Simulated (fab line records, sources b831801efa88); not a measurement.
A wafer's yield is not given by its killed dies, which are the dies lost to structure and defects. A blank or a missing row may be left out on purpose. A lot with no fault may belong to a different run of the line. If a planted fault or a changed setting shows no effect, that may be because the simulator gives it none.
Which tool did it? -- flow sky130 -- 6 lots, 18 wafers sampled, at 2 steps of a route of 708

WHAT EACH GAUGE READ, for each wafer
SKY_SONOS_ONO_THK_MEAS_03.
lot,measured,on,SONOS_ONO_CVD_02_THK (nm)
L717,day 13 08:51,filmMetro-03,10.68 10.64 10.54
L721,day 14 02:27,filmMetro-01,10.50 10.53 10.48
L724,day 15 07:50,filmMetro-01,10.58 10.33 10.37
L726,day 15 16:23,filmMetro-01,10.50 10.42 10.54
L731,day 17 04:12,filmMetro-03,10.36 10.25 10.32
L734,day 18 03:28,filmMetro-01,11.36 11.45 11.53

WHICH TOOL RAN EACH LOT (tool, then ch and the chambers of the sampled wafers, then the start)
lot,SKY_SONOS_ONO_CVD_02
L717,"lpcvd-02 ch 0, day 13 07:47"
L721,"lpcvd-02 ch 1, day 14 01:18"
L724,"lpcvd-02 ch 0, day 15 06:46"
L726,"lpcvd-02 ch 1, day 15 15:20"
L731,"lpcvd-02 ch 1, day 17 03:09"
L734,"lpcvd-02 ch 0, day 18 02:23"
- SKY_SONOS_ONO_CVD_02: deposits Si3N4 from DCS/NH3, target thk 10.5 nm, time 180 s.

THE ANSWER, worked out from the rows above alone
Rule: usual is defined by the lots themselves. Put in order of their means at a reading, lots are off if they are a third of the lots or fewer, leave a main group of 4 or more, and stand apart from it by a gap of 3 or more times the standard deviation of the main group's means; of several such gaps the widest counts. If all means in a main group match to the digits the tables above print for the reading, that group is not used. Also off: a lot with no number at a reading for which 4 or more lots have one. Where the step has rows for the other lots, those lots are counted as sound.
Off: L734, seen at SKY_SONOS_ONO_THK_MEAS_03 (SONOS_ONO_CVD_02_THK). The main group: mean 10.47 nm, standard deviation 0.1.
A tool fits if, at a process step before that reading, it ran every lot that is off, and no sound lot after the first of them. The gauges at SKY_SONOS_ONO_THK_MEAS_03 are tried like those tools. 2 tools fit, lpcvd-02 at SKY_SONOS_ONO_CVD_02 and filmMetro-01 at SKY_SONOS_ONO_THK_MEAS_03, so this cannot tell which one it is.

WHAT THE SIMULATOR HAD INSERTED
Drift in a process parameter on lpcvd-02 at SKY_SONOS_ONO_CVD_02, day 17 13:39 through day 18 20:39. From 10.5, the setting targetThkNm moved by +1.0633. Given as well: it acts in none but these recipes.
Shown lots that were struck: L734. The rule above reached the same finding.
